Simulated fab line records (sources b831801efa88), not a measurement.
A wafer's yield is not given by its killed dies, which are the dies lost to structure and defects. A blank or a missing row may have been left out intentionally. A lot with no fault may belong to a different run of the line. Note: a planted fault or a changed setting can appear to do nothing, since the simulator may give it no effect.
8D (eight disciplines) problem report, filled in by code | flow sky130 | the parts of the form that need people (team, actions taken, sign-off) are left out

== 1. THE ISSUE ==
Mean of zone-power-centre-pct at SKY_SONOS_ONO_CVD_04: 24.36 % over 3 wafers from 1 lot, against 19.35 % (standard deviation 0.19) on wafers with no fault. That puts it +26 standard deviations away from the usual mean.
The step: deposits SiO2 from SiH4/N2O, target thk 5.7199 nm.
First observed at day 14 14:32: wafer L729.1, on lpcvd-03. The record has a number at this step for 39 wafers belonging to 13 lots. Rule for "out", or "out of limits": more than 4 standard deviations from the usual mean. Any other wafer with a number is counted as sound.

== 2. WHAT THIS IS AND IS NOT ==
question                    | is                                       | is not
which readings at this step | zone-power-centre-pct, spike-tc-centre-C | pressure-mtorr
which lots                  | L729                                     | L720, L721, L722, L723, L724, L725, L737, L738, L739, L740, L742, L743
which wafers of those lots  | all that have a number                   | -
read on which tools         | lpcvd-03                                 | -
when                        | from day 14 14:32                        | up to then (18 sound wafers); but 18 sound wafers of L737, L738, L739, L740, L742, L743 came after

== 3. SUSPECTS, AND WHAT RULES EACH OUT ==
Counting: a tool at any process step up to the reading remains a suspect when it ran all the lots that are out and ran no sound lot after the first of those.
- lpcvd-03 at SKY_SONOS_ONO_CVD_04 (deposits SiO2 from SiH4/N2O, target thk 5.7199 nm): ruled out as a lasting fault. After its first lot that is out, L729 (day 14 14:32), sound lots L738, L737, L739, L740, L742, L743 ran on it.
Left after counting: nothing in the record.

== 4. THE CAUSE (what the simulator had put in) ==
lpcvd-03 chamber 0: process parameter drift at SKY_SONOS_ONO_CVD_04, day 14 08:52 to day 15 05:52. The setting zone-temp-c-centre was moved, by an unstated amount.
Counting ruled it out, wrongly.

== 5. SEQUENCE OF EFFECTS, ordered by route ==
Each row: a reading whose mean over the struck wafers that have a number lies more than 3 standard deviations from the usual. Scope: only readings with a usual standard deviation given in the record; hours: median across lots of the time from each lot's start at the first step in this table that gives one to its start at this step; sigmas: change in usual standard deviations.
hours | step                 | reading               | usual   | on struck wafers | change | sigmas
0     | SKY_SONOS_ONO_CVD_04 | spike-tc-centre-C     | 899.4 C | 911.9            | +12.5  | +9.6
0     | SKY_SONOS_ONO_CVD_04 | zone-power-centre-pct | 19.35 % | 24.36            | +5.01  | +26
0     | SKY_SONOS_ONO_CVD_04 | zone-power-upper-pct  | 17.7 %  | 15.4             | -2.3   | -3.9
Its process steps:
- SKY_SONOS_ONO_CVD_04: deposits SiO2 from SiH4/N2O, target thk 5.7199 nm.
Later measuring or inspecting steps at which every struck wafer that the step has a row for has a number for every such reading, and none has moved that far: SKY_GATE_OXIDE_OVL_MEAS_10.

== 6. HOW IT WOULD HAVE BEEN CAUGHT EARLIER ==
In this record the first reading out of limits was taken at day 14 14:32, 6 hours after the fault began at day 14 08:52.
